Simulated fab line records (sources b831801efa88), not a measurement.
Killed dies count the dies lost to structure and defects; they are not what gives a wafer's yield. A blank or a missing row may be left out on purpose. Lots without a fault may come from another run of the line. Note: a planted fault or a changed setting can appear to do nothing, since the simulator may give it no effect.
Problem report in the 8D (eight disciplines) form, filled by code || flow gf180mcu || the parts of the form that need people (team, actions taken, sign-off) are left out

== 1. PROBLEM STATEMENT ==
MVSD_TW at GF_MVSD_TW_MEAS_11 reads a mean of 1731 on 2 wafers of 2 lots; wafers without a fault read 1571 with a standard deviation of 11. Relative to the usual mean, that is a shift of +15 standard deviations.
First observed at day 6 10:41: wafer L577.6, on film-metro-04. The record has a number at this step for 38 wafers belonging to 13 lots. Rule for "out", or "out of limits": more than 4 standard deviations from the usual mean. The other wafers with a number count as sound.

== 2. WHAT IT IS, WHAT IT ISN'T ==
{"question": "which readings at this step", "is": "MVSD_TW", "is not": "-"}
{"question": "which lots", "is": "L577, L580", "is not": "L569, L570, L571, L582, L583, L585, L586, L589, L590, L591, L592"}
{"question": "which wafers of those lots", "is": "L577.6, L580.2", "is not": "L577.5, L580.4, L580.5"}
{"question": "read on which gauges", "is": "film-metro-04", "is not": "film-metro-01, film-metro-03"}
{"question": "when", "is": "from day 6 10:41", "is not": "up to then (10 sound wafers); but 26 sound wafers of L580, L582, L583, L585, L586, L589, L590, L591, L592 came after"}

== 3. SUSPECTS, AND WHAT RULES EACH OUT ==
Counting: any tool at a process step up to the reading remains a suspect provided it ran every lot that is out. Sound lots after the first of them don't rule it out here, since some wafers of a struck lot are sound.
- the gauge at GF_MVSD_TW_MEAS_11 is ruled out. All the wafers that are out were read on film-metro-04, but those of them that GF_MVSD_IMPLANT_08 has rows for are out there too, on other tools.
- implanter-04 at GF_MVSD_IMPLANT_08: kept. Ran every lot that is out, first one L577 (day 6 10:20); last sound lot up to then L569 (day 4 10:53). On those wafers its own readings are out: beam-on-s, faraday-current-uA.
Remaining after the count: implanter-04 at GF_MVSD_IMPLANT_08.

== 4. THE CAUSE (what the simulator had put in) ==
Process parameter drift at GF_MVSD_IMPLANT_08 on implanter-04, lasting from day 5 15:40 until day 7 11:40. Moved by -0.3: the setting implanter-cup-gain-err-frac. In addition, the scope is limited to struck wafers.
This tool alone remained once counting was done.

== 5. SEQUENCE OF EFFECTS, ordered by route ==
Each row: a reading where the mean over the struck wafers with a number is more than 3 standard deviations away from the usual. Only readings whose record carries a usual standard deviation are examined. hours: median over the lots of the time between each lot's start at the first step of this table that gives one and its start at this step. sigmas: the change, counted in usual standard deviations.
{"hours": 0, "step": "GF_MVSD_IMPLANT_08", "reading": "beam-on-s", "usual": "10.01 s", "on struck wafers": 14.02, "change": "+4.01", "sigmas": "+20"}
{"hours": 0, "step": "GF_MVSD_IMPLANT_08", "reading": "faraday-current-uA", "usual": 90.2, "on struck wafers": 64.2, "change": -26.0, "sigmas": -14}
{"hours": 0, "step": "GF_MVSD_TW_MEAS_11", "reading": "MVSD_TW", "usual": 1571, "on struck wafers": 1731, "change": "+160", "sigmas": "+15"}
{"hours": 85, "step": "GF_VT_IMPLANT_RS_MEAS_46", "reading": "MVSD_RS", "usual": "456.8 ohm/sq", "on struck wafers": 385.0, "change": -71.8, "sigmas": -55}
Here are the process steps it includes:
- GF_MVSD_IMPLANT_08
At these later measuring or inspecting steps, every struck wafer for which the step has a row has a number for every such reading, and none has moved that far: GF_VT_IMPLANT_TW_MEAS_10.

== 6. WHAT WOULD HAVE CAUGHT IT SOONER ==
Counted from the fault's start at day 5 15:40, it took 19 hours until the first out-of-limits reading at a measuring or inspecting step in this record, taken at day 6 10:41.
At GF_MVSD_IMPLANT_08, the tool's own readings (beam-on-s, faraday-current-uA) were out on each struck wafer the step has a row for, so an alarm limit on them would have fired on the first such wafer.
L580, from the lots that are out (2), started GF_MVSD_IMPLANT_08 on implanter-04 later than day 6 10:41. A hold on the tool at that time would have spared it.
